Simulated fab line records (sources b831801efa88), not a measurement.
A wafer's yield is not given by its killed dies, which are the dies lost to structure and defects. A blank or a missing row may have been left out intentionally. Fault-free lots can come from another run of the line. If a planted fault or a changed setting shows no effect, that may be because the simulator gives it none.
Which of the tools did it? :: flow sky130 :: route of 708 steps, sampled at 1 step: 15 lots, 45 wafers

== WHAT EACH GAUGE READ, for each wafer ==
The record holds no reading of a measuring or inspecting step that can be judged against a usual standard deviation.

== WHICH TOOL RAN EACH LOT (tool, then ch and the chambers of the sampled wafers, then the start) ==
lot: L435
SKY_VIA2_HDPCVD_00: hdpcvd-01 ch 0,2, day 34 18:08

lot: L437
SKY_VIA2_HDPCVD_00: hdpcvd-02 ch 0,1,2, day 35 14:14

lot: L438
SKY_VIA2_HDPCVD_00: hdpcvd-01 ch 0,2, day 35 15:14

lot: L440
SKY_VIA2_HDPCVD_00: hdpcvd-02 ch 0,2, day 37 16:16

lot: L443
SKY_VIA2_HDPCVD_00: hdpcvd-01 ch 0,2, day 37 19:47

lot: L444
SKY_VIA2_HDPCVD_00: hdpcvd-02 ch 1,2, day 38 00:56

lot: L445
SKY_VIA2_HDPCVD_00: hdpcvd-02 ch 0,2, day 38 08:49

lot: L446
SKY_VIA2_HDPCVD_00: hdpcvd-02 ch 0,1,2, day 38 12:29

lot: L448
SKY_VIA2_HDPCVD_00: hdpcvd-02 ch 0,1,2, day 39 03:10

lot: L452
SKY_VIA2_HDPCVD_00: hdpcvd-02 ch 1,2, day 40 08:21

lot: L454
SKY_VIA2_HDPCVD_00: hdpcvd-01 ch 0,1,2, day 41 02:19

lot: L455
SKY_VIA2_HDPCVD_00: hdpcvd-01 ch 0,2, day 41 04:52

lot: L456
SKY_VIA2_HDPCVD_00: hdpcvd-02 ch 0,1,2, day 41 05:49

lot: L457
SKY_VIA2_HDPCVD_00: hdpcvd-01 ch 0,1,2, day 41 15:47

lot: L458
SKY_VIA2_HDPCVD_00: hdpcvd-02 ch 0,1, day 42 00:42
- SKY_VIA2_HDPCVD_00: deposits SiO2, target thk 1180 nm, time 196.7 s.

== WHAT THE TOOLS THEMSELVES READ (means of the sampled wafers that have a number; where no wafer has one, the mark that the record gives instead) ==
SKY_VIA2_HDPCVD_00.
lot: L435
tool: hdpcvd-01
pressureMtorr (mTorr): 6.008
runLengthS (s): 224.9

lot: L437
tool: hdpcvd-02
pressureMtorr (mTorr): 6.004
runLengthS (s): 224.2

lot: L438
tool: hdpcvd-01
pressureMtorr (mTorr): 6.002
runLengthS (s): 225.0

lot: L440
tool: hdpcvd-02
pressureMtorr (mTorr): -
runLengthS (s): -

lot: L443
tool: hdpcvd-01
pressureMtorr (mTorr): -
runLengthS (s): -

lot: L444
tool: hdpcvd-02
pressureMtorr (mTorr): -
runLengthS (s): -

lot: L445
tool: hdpcvd-02
pressureMtorr (mTorr): 5.991
runLengthS (s): 224.1

lot: L446
tool: hdpcvd-02
pressureMtorr (mTorr): 5.996
runLengthS (s): 224.3

lot: L448
tool: hdpcvd-02
pressureMtorr (mTorr): 5.992
runLengthS (s): 224.7

lot: L452
tool: hdpcvd-02
pressureMtorr (mTorr): 5.999
runLengthS (s): 224.5

lot: L454
tool: hdpcvd-01
pressureMtorr (mTorr): 5.992
runLengthS (s): 225.1

lot: L455
tool: hdpcvd-01
pressureMtorr (mTorr): 6.007
runLengthS (s): 225.0

lot: L456
tool: hdpcvd-02
pressureMtorr (mTorr): 6.013
runLengthS (s): 224.5

lot: L457
tool: hdpcvd-01
pressureMtorr (mTorr): 6.004
runLengthS (s): 224.7

lot: L458
tool: hdpcvd-02
pressureMtorr (mTorr): 5.996
runLengthS (s): 224.3

== THE ANSWER, worked out from the rows above alone ==
Rule: usual is defined by the lots themselves. The widest of any qualifying gaps counts: lots, ordered by their means at a reading, are off when they make up no more than a third of the lots, leave a main group of 4 or more, and stand apart from it by 3 or more times the standard deviation of that group's means. The tables above print the reading to a certain number of digits; a main group whose means all agree to those digits is not used. Also off: a lot with no number at a reading for which 4 or more lots have one. Where the step has rows for the other lots, those lots are counted as sound. Order of review: gauges by route order, followed by the tools' own readings, for which a lot's mean as printed above is used. The first step at which some lot is off is used, and at that step the reading that is off furthest; a lot without a number counts as furthest.
Off: L440, L443, L444 (SKY_VIA2_HDPCVD_00, pressureMtorr). Without a number there: L440, L443, L444. Main group: mean 6.000 mTorr, sd 0.0068.
If a tool, at that step or one of the process steps before it, ran each lot that is off and ran no sound lot following the first of them, it fits. No candidate that was tried fits.

== WHAT THE SIMULATOR PUT IN ==
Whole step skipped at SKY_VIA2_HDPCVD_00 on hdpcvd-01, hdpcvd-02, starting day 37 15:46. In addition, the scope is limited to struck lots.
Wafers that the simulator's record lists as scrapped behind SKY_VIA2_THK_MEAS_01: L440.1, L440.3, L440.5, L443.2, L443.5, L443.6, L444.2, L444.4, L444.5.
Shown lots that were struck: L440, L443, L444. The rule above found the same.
